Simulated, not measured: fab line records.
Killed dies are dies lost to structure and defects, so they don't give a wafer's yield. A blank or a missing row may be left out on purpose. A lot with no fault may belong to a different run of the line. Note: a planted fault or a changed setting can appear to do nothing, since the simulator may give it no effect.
Chamber matching || flow sky130 || 4 sister chambers for SKY_VIA4_CMP_02 on cmp-02
The step polishes SiO2. 4 wafers are shown with their chamber, then 10 later ones without.

## WAFERS PAIRED WITH THEIR CHAMBERS
{"wafer": "L086.5", "chamber": 1, "motor_current_A (A)": 14.2}
{"wafer": "L086.2", "chamber": 0, "motor_current_A (A)": 15.6}
{"wafer": "L087.3", "chamber": 3, "motor_current_A (A)": 10.2}
{"wafer": "L087.4", "chamber": 2, "motor_current_A (A)": 11.3}

## WAFERS MISSING THEIR CHAMBER
{"wafer": "L087.6", "motor_current_A (A)": 15.3}
{"wafer": "L089.4", "motor_current_A (A)": 10.4}
{"wafer": "L089.5", "motor_current_A (A)": 15.4}
{"wafer": "L089.6", "motor_current_A (A)": 14.8}
{"wafer": "L092.2", "motor_current_A (A)": 15.2}
{"wafer": "L092.3", "motor_current_A (A)": 15.6}
{"wafer": "L092.6", "motor_current_A (A)": 11.4}
{"wafer": "L094.3", "motor_current_A (A)": 11.2}
{"wafer": "L094.4", "motor_current_A (A)": 15.5}
{"wafer": "L094.6", "motor_current_A (A)": 14.7}

## WHICH CHAMBER EACH WENT THROUGH
{"wafer": "L087.6", "from the rows above": 0, "in truth": 0}
{"wafer": "L089.4", "from the rows above": 3, "in truth": 3}
{"wafer": "L089.5", "from the rows above": 0, "in truth": 0}
{"wafer": "L089.6", "from the rows above": "can't be placed: 1 or 0", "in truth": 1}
{"wafer": "L092.2", "from the rows above": "can't be placed: 0 or 1", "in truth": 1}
{"wafer": "L092.3", "from the rows above": 0, "in truth": 0}
{"wafer": "L092.6", "from the rows above": 2, "in truth": 2}
{"wafer": "L094.3", "from the rows above": 2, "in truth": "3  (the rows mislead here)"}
{"wafer": "L094.4", "from the rows above": 0, "in truth": 0}
{"wafer": "L094.6", "from the rows above": "can't be placed: 1 or 0", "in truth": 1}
6 of 10 placed correctly. These rows do not allow placing 3 (true chamber among the candidates in 3). Number placed wrongly: 1.
How it was worked out, from the rows above alone: a wafer's distance from a chamber is the root of the sum, over the readings, of the square of ((its reading less the chamber's mean) divided by the reading's scatter). If the next closest chamber is less than 2 further off than the closest, the wafer can't be placed; otherwise it belongs to the closest. A chamber's mean is the mean of its shown wafers. The scatter (one wafer shown for each chamber): square how far every hidden wafer sits from the nearest shown wafer, average those squares and take the square root.
